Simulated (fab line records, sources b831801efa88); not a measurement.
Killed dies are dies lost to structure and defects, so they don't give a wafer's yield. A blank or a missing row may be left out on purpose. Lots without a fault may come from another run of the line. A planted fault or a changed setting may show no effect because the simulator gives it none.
Chamber matching | flow sky130 | SKY_VIA1_CMP_24 on cmp-02: 4 sister chambers
The step polishes, stops on SiO2, t overpolish 15 s, target thk 0 nm. 18 wafers are shown with their chamber, then 9 later ones without.

WAFERS WITH THEIR CHAMBER
wafer  | chamber | motor_current_A (A)
L901.2 | 1       | 11.6
L901.4 | 3       | 9.8
L901.5 | 2       | 12.7
L904.1 | 0       | 12.2
L904.5 | 1       | 12.3
L904.6 | 0       | 11.6
L905.1 | 1       | 12.9
L905.3 | 0       | 12.4
L905.6 | 3       | 9.6
L915.3 | 3       | 10.3
L915.4 | 1       | 12.7
L915.5 | 3       | 10.1
L917.1 | 0       | 11.5
L917.3 | 3       | 9.9
L917.6 | 2       | 12.9
L919.1 | 3       | 9.9
L919.2 | 2       | 12.7
L919.5 | 2       | 13.1

SIGNATURES (means of the wafers above)
reading         | chamber 0 | chamber 1 | chamber 2 | chamber 3 | scatter within a chamber
motor_current_A | 11.925    | 12.375    | 12.850    | 9.933     | 0.376
Rule: a wafer's distance from a chamber is the root of the sum, over the readings, of the square of ((its reading less the chamber's mean) divided by the reading's scatter). The wafer belongs to the nearest chamber; if the next one is less than 2 further off, it can't be placed. The scatter: the root of (the sum of the squares of (reading less its chamber's mean) over the shown wafers, divided by (wafers less chambers)).

WAFERS WITHOUT THEIR CHAMBER
wafer  | motor_current_A (A)
L921.1 | 11.6
L921.4 | 12.3
L921.6 | 12.4
L922.2 | 12.2
L922.3 | 9.9
L922.6 | 12.3
L923.2 | 11.5
L923.3 | 12.9
L923.6 | 12.6

WHICH CHAMBER EACH WENT THROUGH
wafer  | from the rows above          | in truth
L921.1 | can't be placed: 0 or 1      | 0
L921.4 | can't be placed: 1 or 0 or 2 | 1
L921.6 | can't be placed: 1 or 2 or 0 | 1
L922.2 | can't be placed: 1 or 0 or 2 | 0
L922.3 | 3                            | 3
L922.6 | can't be placed: 1 or 0 or 2 | 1
L923.2 | can't be placed: 0 or 1      | 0
L923.3 | can't be placed: 2 or 1      | 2
L923.6 | can't be placed: 1 or 2 or 0 | 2
Placed correctly: 1 of 9. Can't be placed from these rows: 8 (the true chamber is among the candidates in 8). Placed wrongly: 0.
